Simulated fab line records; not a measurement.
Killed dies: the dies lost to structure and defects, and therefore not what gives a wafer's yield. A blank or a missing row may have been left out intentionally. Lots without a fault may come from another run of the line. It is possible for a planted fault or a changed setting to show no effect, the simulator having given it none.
The tool behind it: which one? / flow gf180mcu / 11 lots, 33 wafers sampled, at 6 steps of a route of 602

== WHAT THE GAUGES SHOWED, per wafer ==
GF_V3_OVL_MEAS_15.
lot=L592; measured=day 23 10:49; on=overlay-02; V3_OVL (nm)=11 5 14
lot=L593; measured=day 23 16:11; on=overlay-01; V3_OVL (nm)=-5 -1 1
lot=L595; measured=day 24 03:56; on=overlay-02; V3_OVL (nm)=-2 -8 -12
lot=L596; measured=day 24 15:34; on=overlay-02; V3_OVL (nm)=2 -6 -2
lot=L597; measured=day 24 22:46; on=overlay-01; V3_OVL (nm)=8 6 6
lot=L598; measured=day 25 06:01; on=overlay-02; V3_OVL (nm)=4 3 -1
lot=L599; measured=day 25 17:07; on=overlay-01; V3_OVL (nm)=1 2 -2
lot=L603; measured=day 26 21:22; on=overlay-02; V3_OVL (nm)=8 8 -1
lot=L609; measured=day 28 15:14; on=overlay-01; V3_OVL (nm)=0 3 10
lot=L610; measured=day 28 23:59; on=overlay-01; V3_OVL (nm)=8 9 11
lot=L613; measured=day 29 14:41; on=overlay-02; V3_OVL (nm)=-2 -7 5

GF_V3_RS_MEAS_24: measures by four-point-probe.
lot=L592; measured=day 23 11:48; on=film_metro-01; V3_W_RS (ohm/sq)=0.331 0.325 0.328
lot=L593; measured=day 23 17:07; on=film_metro-01; V3_W_RS (ohm/sq)=0.328 0.325 0.326
lot=L595; measured=day 24 04:55; on=film_metro-02; V3_W_RS (ohm/sq)=0.333 0.331 0.329
lot=L596; measured=day 24 16:37; on=film_metro-02; V3_W_RS (ohm/sq)=0.329 0.328 0.327
lot=L597; measured=day 24 23:41; on=film_metro-01; V3_W_RS (ohm/sq)=0.333 0.328 0.334
lot=L598; measured=day 25 07:03; on=film_metro-02; V3_W_RS (ohm/sq)=0.325 0.326 0.327
lot=L599; measured=day 25 18:02; on=film_metro-02; V3_W_RS (ohm/sq)=0.328 0.332 0.333
lot=L603; measured=day 26 22:18; on=film_metro-04; V3_W_RS (ohm/sq)=0.329 0.323 0.327
lot=L609; measured=day 28 16:17; on=film_metro-01; V3_W_RS (ohm/sq)=0.323 0.325 0.244
lot=L610; measured=day 29 00:54; on=film_metro-01; V3_W_RS (ohm/sq)=0.242 0.325 0.244
lot=L613; measured=day 29 15:38; on=film_metro-01; V3_W_RS (ohm/sq)=0.328 0.324 0.329

GF_V3_THK_MEAS_25: measures by xrf.
lot=L592; measured=day 23 11:54; on=film_metro-01; V3_W_THK (nm)=349 355 349
lot=L593; measured=day 23 17:14; on=film_metro-01; V3_W_THK (nm)=353 355 352
lot=L595; measured=day 24 05:01; on=film_metro-02; V3_W_THK (nm)=342 342 348
lot=L596; measured=day 24 16:43; on=film_metro-02; V3_W_THK (nm)=346 345 350
lot=L597; measured=day 24 23:48; on=film_metro-01; V3_W_THK (nm)=345 350 343
lot=L598; measured=day 25 07:10; on=film_metro-02; V3_W_THK (nm)=353 352 353
lot=L599; measured=day 25 18:09; on=film_metro-02; V3_W_THK (nm)=351 348 346
lot=L603; measured=day 26 22:25; on=film_metro-04; V3_W_THK (nm)=343 351 347
lot=L609; measured=day 28 16:23; on=film_metro-01; V3_W_THK (nm)=354 350 473
lot=L610; measured=day 29 01:01; on=film_metro-01; V3_W_THK (nm)=468 352 464
lot=L613; measured=day 29 15:45; on=film_metro-01; V3_W_THK (nm)=347 353 345

== EACH LOT AND THE TOOL THAT RAN IT (in order: tool; ch and the chambers of the sampled wafers; start) ==
lot=L592; GF_V3_CVD_02=pecvd-03 ch 0,1, day 22 11:50; GF_V3_SPUTTER_21=pvd_sputter-03, day 23 11:33; GF_V3_CVD_23=cvd_w-01 ch 0,1, day 23 11:41
lot=L593; GF_V3_CVD_02=pecvd-01 ch 0,1,2, day 22 16:18; GF_V3_SPUTTER_21=pvd_sputter-04, day 23 16:54; GF_V3_CVD_23=cvd_w-01 ch 0,1, day 23 17:00
lot=L595; GF_V3_CVD_02=pecvd-02 ch 0,1,2, day 23 04:59; GF_V3_SPUTTER_21=pvd_sputter-04, day 24 04:40; GF_V3_CVD_23=cvd_w-01 ch 0, day 24 04:46
lot=L596; GF_V3_CVD_02=pecvd-03 ch 0,2, day 23 17:01; GF_V3_SPUTTER_21=pvd_sputter-03, day 24 16:16; GF_V3_CVD_23=cvd_w-02 ch 1, day 24 16:26
lot=L597; GF_V3_CVD_02=pecvd-03 ch 0,1,2, day 23 23:40; GF_V3_SPUTTER_21=pvd_sputter-04, day 24 23:28; GF_V3_CVD_23=cvd_w-01 ch 0,1, day 24 23:34
lot=L598; GF_V3_CVD_02=pecvd-03 ch 0,1,2, day 24 07:42; GF_V3_SPUTTER_21=pvd_sputter-03, day 25 06:43; GF_V3_CVD_23=cvd_w-02 ch 1, day 25 06:51
lot=L599; GF_V3_CVD_02=pecvd-03 ch 0,1,2, day 24 18:52; GF_V3_SPUTTER_21=pvd_sputter-03, day 25 17:49; GF_V3_CVD_23=cvd_w-02 ch 0,1, day 25 17:55
lot=L603; GF_V3_CVD_02=pecvd-03 ch 0,1,2, day 26 00:26; GF_V3_SPUTTER_21=pvd_sputter-04, day 26 22:05; GF_V3_CVD_23=cvd_w-01 ch 0,1, day 26 22:11
lot=L609; GF_V3_CVD_02=pecvd-03 ch 1,2, day 27 18:59; GF_V3_SPUTTER_21=pvd_sputter-04, day 28 15:55; GF_V3_CVD_23=cvd_w-02 ch 0, day 28 16:06
lot=L610; GF_V3_CVD_02=pecvd-03 ch 0,2, day 28 03:56; GF_V3_SPUTTER_21=pvd_sputter-01, day 29 00:41; GF_V3_CVD_23=cvd_w-02 ch 0,1, day 29 00:47
lot=L613; GF_V3_CVD_02=pecvd-03 ch 0,1, day 28 18:59; GF_V3_SPUTTER_21=pvd_sputter-03, day 29 15:25; GF_V3_CVD_23=cvd_w-01 ch 0, day 29 15:31
- GF_V3_CVD_02: deposits SiO2 from TEOS, target thk 850 nm, time 94.851 s.
- GF_V3_SPUTTER_21: material Ti, target thk 15 nm, time 80.02 s.
- GF_V3_CVD_23: deposits W, target thk 350 nm, time 104.9 s.

== AS READ BY THE TOOLS THEMSELVES (means over the sampled wafers that have a number; for cases with no such wafer, the mark the record gives instead) ==
GF_V3_CVD_02.
lot=L592; tool=pecvd-03; heater_power_outer_w (W)=285; heater_power_w (W)=550
lot=L593; tool=pecvd-01; heater_power_outer_w (W)=411; heater_power_w (W)=710
lot=L595; tool=pecvd-02; heater_power_outer_w (W)=365; heater_power_w (W)=629
lot=L596; tool=pecvd-03; heater_power_outer_w (W)=300; heater_power_w (W)=550
lot=L597; tool=pecvd-03; heater_power_outer_w (W)=309; heater_power_w (W)=564
lot=L598; tool=pecvd-03; heater_power_outer_w (W)=316; heater_power_w (W)=577
lot=L599; tool=pecvd-03; heater_power_outer_w (W)=282; heater_power_w (W)=542
lot=L603; tool=pecvd-03; heater_power_outer_w (W)=327; heater_power_w (W)=607
lot=L609; tool=pecvd-03; heater_power_outer_w (W)=315; heater_power_w (W)=569
lot=L610; tool=pecvd-03; heater_power_outer_w (W)=331; heater_power_w (W)=619
lot=L613; tool=pecvd-03; heater_power_outer_w (W)=285; heater_power_w (W)=549

GF_V3_SPUTTER_21.
lot=L592; tool=pvd_sputter-03; throttle_valve_pct (%)=29.5
lot=L593; tool=pvd_sputter-04; throttle_valve_pct (%)=29.5
lot=L595; tool=pvd_sputter-04; throttle_valve_pct (%)=29.7
lot=L596; tool=pvd_sputter-03; throttle_valve_pct (%)=29.8
lot=L597; tool=pvd_sputter-04; throttle_valve_pct (%)=29.5
lot=L598; tool=pvd_sputter-03; throttle_valve_pct (%)=30.0
lot=L599; tool=pvd_sputter-03; throttle_valve_pct (%)=30.0
lot=L603; tool=pvd_sputter-04; throttle_valve_pct (%)=29.3
lot=L609; tool=pvd_sputter-04; throttle_valve_pct (%)=29.4
lot=L610; tool=pvd_sputter-01; throttle_valve_pct (%)=30.8
lot=L613; tool=pvd_sputter-03; throttle_valve_pct (%)=28.9

GF_V3_CVD_23.
lot=L592; tool=cvd_w-01; heater_power_outer_w (W)=543; heater_power_w (W)=861
lot=L593; tool=cvd_w-01; heater_power_outer_w (W)=547; heater_power_w (W)=842
lot=L595; tool=cvd_w-01; heater_power_outer_w (W)=561; heater_power_w (W)=833
lot=L596; tool=cvd_w-02; heater_power_outer_w (W)=555; heater_power_w (W)=883
lot=L597; tool=cvd_w-01; heater_power_outer_w (W)=548; heater_power_w (W)=853
lot=L598; tool=cvd_w-02; heater_power_outer_w (W)=547; heater_power_w (W)=873
lot=L599; tool=cvd_w-02; heater_power_outer_w (W)=516; heater_power_w (W)=842
lot=L603; tool=cvd_w-01; heater_power_outer_w (W)=549; heater_power_w (W)=865
lot=L609; tool=cvd_w-02; heater_power_outer_w (W)=501; heater_power_w (W)=815
lot=L610; tool=cvd_w-02; heater_power_outer_w (W)=536; heater_power_w (W)=866
lot=L613; tool=cvd_w-01; heater_power_outer_w (W)=555; heater_power_w (W)=827

== THE ANSWER, worked out from the rows above alone ==
Rule: the lots themselves supply what counts as usual. Put in order of their means at a reading, lots are off if they are a third of the lots or fewer, leave a main group of 4 or more, and stand apart from it by a gap of 3 or more times the standard deviation of the main group's means; of several such gaps the widest counts. Not used: any main group whose means are identical at the precision the tables above print for the reading. A lot without any number at a reading at which 4 lots or more have one is off too. Where the step has rows for the other lots, those lots are counted as sound. First the gauges in route order, then the tools' own readings, where a lot's mean is used as printed above. At the first step where some lot is off, the reading lying furthest off is the one used; lots without a number count as furthest.
Off: at GF_V3_RS_MEAS_24 (V3_W_RS), L609, L610. Mean 0.328 ohm/sq and standard deviation 0.0021 in the main group.
A tool fits if, at a process step before that reading, it ran every lot that is off, and no sound lot after the first of them. Those tools and the gauges at GF_V3_RS_MEAS_24 are tried in the same way. One candidate fits, namely cvd_w-02 at GF_V3_CVD_23. A fault onset in the window from L599 (day 25 17:55, its last sound lot) to L609 (day 28 16:06, its first lot off) fits.

== WHAT THE SIMULATOR HAD INSERTED ==
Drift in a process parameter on cvd_w-02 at GF_V3_CVD_23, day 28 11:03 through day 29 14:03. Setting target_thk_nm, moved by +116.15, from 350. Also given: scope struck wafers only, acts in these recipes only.
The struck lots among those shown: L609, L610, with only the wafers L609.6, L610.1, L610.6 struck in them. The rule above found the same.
